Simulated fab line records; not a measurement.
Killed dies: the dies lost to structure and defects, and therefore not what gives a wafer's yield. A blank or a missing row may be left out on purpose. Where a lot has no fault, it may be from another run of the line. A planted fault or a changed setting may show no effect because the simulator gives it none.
Code-filled problem report in 8D (eight disciplines) form / flow sky130 / the parts of the form that need people (team, actions taken, sign-off) are left out

## 1. PROBLEM STATEMENT
Wafers free of any fault read 6.87 ohm/sq (standard deviation 0.073) for CAP2M_TIN_RS at SKY_CAP2M_RS_MEAS_03, against a mean of 6.50 ohm/sq on 4 wafers of 2 lots. Measured from the usual mean, that is -5.1 standard deviations.
The step: measures by four-point-probe.
The first sign was on wafer L325.1 at day 44 23:23, on film_metro-01. Wafers with a number at this step in the record: 27, from 9 lots. By rule, "out" or "out of limits" means more than 4 standard deviations away from the usual mean. The rest of the wafers with a number are treated as sound.

## 2. WHAT IT IS, AND WHAT IT ISN'T
question=which readings at this step | is=CAP2M_TIN_RS | is not=-
question=which lots | is=L325, L326 | is not=L309, L310, L314, L319, L327, L328, L330
question=which wafers of those lots | is=L325.1, L325.6, L326.1, L326.6 | is not=L325.4, L326.5
question=read on which gauges | is=film_metro-01, film_metro-04 | is not=film_metro-03
question=when | is=from day 44 23:23 | is not=up to then (13 sound wafers); but 10 sound wafers of L326, L327, L328, L330 came after

## 3. SUSPECTS, AND WHAT RULES EACH OUT
Counting: if a tool at a process step up to the reading ran every lot that is out, it stays a suspect. Sound lots after the first of them don't rule it out here, since some wafers of a struck lot are sound.
- ruled out: the gauge at SKY_CAP2M_RS_MEAS_03. The wafers that are out were read on 2 gauges (film_metro-01, film_metro-04).
- pvd_sputter-02 at SKY_CAP2M_SPUTTER_02 (material TiN, target thk 200 nm, time 166.7 s): kept. Ran every lot that is out, first one L325 (day 44 23:15); last sound lot up to then L319 (day 43 08:41).
The count leaves pvd_sputter-02 at SKY_CAP2M_SPUTTER_02.

## 4. THE CAUSE (what the simulator had put in)
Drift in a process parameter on pvd_sputter-02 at SKY_CAP2M_SPUTTER_02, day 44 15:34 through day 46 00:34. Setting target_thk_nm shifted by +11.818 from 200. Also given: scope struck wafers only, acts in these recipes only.
Counting left only this tool.

## 5. THE CHAIN OF EFFECTS, in route order
One row per reading whose mean, taken over the struck wafers that have a number, lies over 3 standard deviations from the usual. Only readings for which the record gives a usual standard deviation are gone through. hours: the time from each lot's start at the first step in this table that gives one to its start at this step, as a median over the lots. sigmas: the change in usual standard deviations.
hours=0; step=SKY_CAP2M_RS_MEAS_03; reading=CAP2M_TIN_RS; usual=6.87 ohm/sq; on struck wafers=6.50; change=-0.37; sigmas=-5.1
hours=6; step=SKY_CAP2M_THK_MEAS_04; reading=CAP2M_TIN_THK; usual=201.6 nm; on struck wafers=213.2; change=+11.6; sigmas=+5.0
hours=21; step=SKY_CAP2M_METAL_ETCH_13; reading=oes_product_au; usual=0.945 a.u.; on struck wafers=0.977; change=+0.032; sigmas=+4.2
Its process steps:
- SKY_CAP2M_METAL_ETCH_13: etches TiN in Cl2/BCl3, stops on SiO2, target depth 220 nm, time 62.9 s.

## 6. HOW IT WOULD HAVE BEEN CAUGHT EARLIER
Counted from the fault's start at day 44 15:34, it took 8 hours until the first out-of-limits reading at a measuring or inspecting step in this record, taken at day 44 23:23.
An alarm limit of 4 standard deviations would not have fired on the tool readings at SKY_CAP2M_SPUTTER_02 for which the record gives a usual standard deviation, since none of them was out on any struck wafer.
Among the 2 lots that are out, L326 began SKY_CAP2M_SPUTTER_02 on pvd_sputter-02 after day 44 23:23. A tool hold placed at that time would have kept it from harm.
